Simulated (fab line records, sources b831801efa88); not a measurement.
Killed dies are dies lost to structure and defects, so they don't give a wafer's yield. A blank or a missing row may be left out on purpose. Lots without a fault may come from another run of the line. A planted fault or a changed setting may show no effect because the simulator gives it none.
Chamber matching | flow gf180mcu | GF_MIM_CVD_05 on pecvd-02: 3 sister chambers
The step deposits Si3N4, target thk 42 nm, time 29.086 s. 3 wafers are shown with their chamber, then 7 later ones without.

WAFERS WITH THEIR CHAMBER
wafer  | chamber | heater_power_w (W)
L893.5 | 1       | 796
L899.1 | 2       | 611
L899.2 | 0       | 705

WAFERS WITHOUT THEIR CHAMBER
wafer  | heater_power_w (W)
L899.3 | 791
L901.1 | 772
L901.4 | 748
L901.6 | 675
L907.1 | 579
L907.2 | 787
L907.5 | 581

WHICH CHAMBER EACH WENT THROUGH
wafer  | from the rows above     | in truth
L899.3 | 1                       | 1
L901.1 | can't be placed: 1 or 0 | 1
L901.4 | can't be placed: 0 or 1 | 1
L901.6 | can't be placed: 0 or 2 | 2
L907.1 | 2                       | 2
L907.2 | 1                       | 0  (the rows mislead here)
L907.5 | 2                       | 2
Placed correctly: 3 of 7. Can't be placed from these rows: 3 (the true chamber is among the candidates in 3). Placed wrongly: 1.
How it was worked out, from the rows above alone: a wafer's distance from a chamber is the root of the sum, over the readings, of the square of ((its reading less the chamber's mean) divided by the reading's scatter). The wafer belongs to the nearest chamber; if the next one is less than 2 further off, it can't be placed. A chamber's mean is the mean of its shown wafers. The scatter: with one shown wafer a chamber, the root of the mean of the squares of how far each hidden wafer lies from its nearest shown one.
